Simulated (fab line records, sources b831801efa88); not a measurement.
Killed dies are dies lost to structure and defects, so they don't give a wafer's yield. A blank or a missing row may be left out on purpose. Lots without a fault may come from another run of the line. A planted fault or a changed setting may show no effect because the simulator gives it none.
Problem report in the 8D (eight disciplines) form, filled by code | flow sky130 | the parts of the form that need people (team, actions taken, sign-off) are left out

1. THE PROBLEM
rf_fwd_power_W at SKY_FIELD_ISO_ETCH_17 reads a mean of 691.4 W on 2 wafers of 2 lots; wafers without a fault read 596.5 W with a standard deviation of 2. That is +47 standard deviations from the usual mean.
The step: etches Si in HBr/Cl2/O2, target depth 342 nm, time 97.7 s.
First seen on wafer L220.3, day 4 09:43, on rie_si-01. The record holds 36 wafers of 12 lots with a number at this step. Rule for "out", or "out of limits": more than 4 standard deviations from the usual mean. The other wafers with a number count as sound.

2. WHAT IT IS AND WHAT IT IS NOT
question                    | is                             | is not
which readings at this step | rf_fwd_power_W, oes_product_au | drypump_motor_current_A, mfc_cl2_sccm
which lots                  | L220, L221                     | L210, L211, L214, L215, L223, L225, L227, L229, L231, L233
which wafers of those lots  | L220.3, L221.5                 | L220.2, L220.4, L221.3, L221.4
read on which tools         | rie_si-01                      | rie_si-02
when                        | from day 4 09:43               | up to then (14 sound wafers); but 20 sound wafers of L221, L223, L225, L227, L229, L231, L233 came after

3. SUSPECTS, AND WHAT RULES EACH OUT
Counting: a tool at a process step up to the reading stays a suspect if it ran every lot that is out. Sound lots after the first of them don't rule it out here, since some wafers of a struck lot are sound.
- rie_si-01 at SKY_FIELD_ISO_ETCH_17 (etches Si in HBr/Cl2/O2, target depth 342 nm, time 97.7 s): kept. It ran every lot that is out, first L220 (day 4 09:43). Its own readings are out on those wafers: oes_product_au, rf_fwd_power_W.
- Within rie_si-01 at SKY_FIELD_ISO_ETCH_17: the wafers that are out ran in chamber 0; their sound lot-mates ran in chambers 1, 3.
Left after counting: rie_si-01 at SKY_FIELD_ISO_ETCH_17.

4. THE CAUSE (what the simulator had put in)
Process parameter drift: rie_si-01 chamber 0, from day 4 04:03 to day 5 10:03, at SKY_FIELD_ISO_ETCH_17. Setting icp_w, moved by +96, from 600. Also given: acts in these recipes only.
Counting left only this tool.

5. THE CHAIN OF EFFECTS, in route order
Each row: a reading whose mean over the struck wafers that have a number lies more than 3 standard deviations from the usual. Only readings for which the record gives a usual standard deviation are gone through. hours: the time from each lot's start at the first step in this table that gives one to its start at this step, as a median over the lots. sigmas: the change in usual standard deviations.
hours | step                  | reading            | usual      | on struck wafers | change | sigmas
0     | SKY_FIELD_ISO_ETCH_17 | oes_product_au     | 1.001 a.u. | 1.058            | +0.057 | +7.3
0     | SKY_FIELD_ISO_ETCH_17 | rf_fwd_power_W     | 596.5 W    | 691.4            | +94.9  | +47
0     | SKY_FIELD_ISO_ETCH_17 | throttle_valve_pct | 25.655 %   | 25.620           | -0.035 | -3.2
The process steps in it:
- SKY_FIELD_ISO_ETCH_17: etches Si in HBr/Cl2/O2, target depth 342 nm, time 97.7 s.
Later measuring or inspecting steps at which every struck wafer that the step has a row for has a number for every such reading, and none has moved that far: SKY_DNWELL_TW_MEAS_09, SKY_PWDE_TW_MEAS_10.

6. WHAT WOULD HAVE CAUGHT IT SOONER
In this record the first reading out of limits was taken at day 4 09:43, 6 hours after the fault began at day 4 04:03.
